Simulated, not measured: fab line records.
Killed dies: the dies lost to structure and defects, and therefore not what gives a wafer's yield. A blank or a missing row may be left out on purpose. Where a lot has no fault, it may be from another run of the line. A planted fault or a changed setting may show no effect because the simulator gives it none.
Struck lot and sound lot, side by side | flow sky130 | 16 steps out of a route of 708
Sound: wafers L995.2, L995.3, L995.4. Struck: wafers L109.1, L109.2, L109.6. At the end, the cause is stated.
Each step with rows lists, per side, the tool, then ch with its chambers, then its first start. Under that, the readings that differ: sound wafers | struck wafers | difference of the means | sigmas: that difference in standard deviations of wafers without a fault.
alike: readings whose means differ by less than 2 such deviations, and words and numbers that are the same on both sides. not compared: withheld readings, readings that some wafer has no value for, bounds like >300 that may hide the same value, and numbers for which the record gives no deviation and whose values overlap.
Wherever a step has rows on one side only, a row that says differs or no value, or a row with sigmas, the two part there. Numbers that don't overlap but have no deviation are shown without sigmas and don't part them. A reading missing from all wafers of one side parts the sides only when that side holds two or more wafers.

SKY_NWELL_RS_MEAS_29: measurement is done with a four-point probe.
  sound: film metro-02 at day 7 15:00; struck: film metro-03 at day 10 22:27
  alike: NWELL_RS
SKY_NWELL_RS_MEAS_31: measurement is done with a four-point probe.
  sound: film metro-02 at day 7 15:14; struck: film metro-03 at day 10 22:41
  alike: PWDE_RS
then, 7 steps without rows for these wafers: SKY_VT_ADJUST_HVTP_DEHYDRATE_00 (time 60 s); SKY_VT_ADJUST_HVTP_HMDS_01 (prime time 60 s); SKY_VT_ADJUST_HVTP_COAT_02 (resist thk 1140 nm); SKY_VT_ADJUST_HVTP_SOFTBAKE_03 (time 60 s); SKY_VT_ADJUST_HVTP_EXPOSE_04 (exposes mask HVTPM, target cd 380 nm); SKY_VT_ADJUST_HVTP_PEB_05; SKY_VT_ADJUST_HVTP_DEVELOP_06 (develop time 60 s).
SKY_VT_ADJUST_HVTP_CD_MEAS_07: target cd 380 nm.
  sound: cd sem-01 at day 8 11:24; struck: cd sem-01 at day 11 22:05
  alike: cd nm
SKY_VT_ADJUST_HVTP_OVL_MEAS_08:
  sound: overlay-02 at day 8 11:31; struck: overlay-02 at day 11 22:13
  alike: VT_ADJUST_HVTP_OVL
SKY_VT_ADJUST_HVTP_IMPLANT_09:
  sound on implanter-01 ch 0, day 8 11:34; struck on implanter-02 ch 0, day 11 22:14
  reading                   | sound                | struck               | difference | sigmas
  beam energy keV           | 150.06 150.00 150.07 | 169.40 169.34 169.40 | +19.34     | +99 or more
  model.implant.rp nm (nm)  | 84.76 84.76 84.76    | 94.48 94.48 94.48    | +9.72      |
  model.implant.drp nm (nm) | 33.4 33.4 33.4       | 36.91 36.91 36.91    | +3.51      |
  alike: faraday current uA
SKY_VT_ADJUST_HVTP_STRIP_10: strips in O2/N2.
  sound on plasma asher-03 ch 0,1, day 8 11:41; struck on plasma asher-01 ch 0,1, day 11 22:23
  reading               | sound             | struck            | difference | sigmas
  oes product au (a.u.) | 0.713 0.714 0.708 | 0.725 0.721 0.726 | +0.012     | +3
  alike: drypump motor current A, strip time to endpoint s
  not compared: rf hours counter h
SKY_VT_ADJUST_HVTP_TW_MEAS_11:
  sound: film metro-02 at day 8 11:48; struck: film metro-03 at day 11 22:29
  reading           | sound          | struck         | difference | sigmas
  VT_ADJUST_HVTP_TW | 1350 1346 1342 | 1418 1419 1410 | +70        | +6
then, 1 step without rows for these wafers: SKY_VT_ADJUST_LVTN_DEHYDRATE_00 (time 60 s).
-- record jumps: 39 days separate the struck wafers' starts on either side; left off in module VT_ADJUST_LVTN, taken up again in module PAD_OPEN, whose first shown step is the route's number 708 --
SKY_PAD_OPEN_PROBE_99:
  sound: prober-02 at day 48 08:13; struck: prober-01 at day 50 22:43
  no value came back on the struck wafers for any of 8 readings (model.etest.tip p.rs ohm sq, model.etest.pfet_01v8.r on ohm um and others); on the sound wafers model.etest.tip p.rs ohm sq reads 6823 6818 6877
  alike: killed_at_M0_to_M3, killed_at_M4_up, killed at contacts, killed at front end, killed at other, killed dies, killed on rim, killed open, killed short

WHERE THEY PART
Last at SKY_PAD_OPEN_PROBE_99 as far as this record goes, first at SKY_VT_ADJUST_HVTP_IMPLANT_09.

WHY: what had been put in by the simulator
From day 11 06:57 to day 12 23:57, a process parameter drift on implanter-02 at SKY_VT_ADJUST_HVTP_IMPLANT_09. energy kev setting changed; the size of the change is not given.
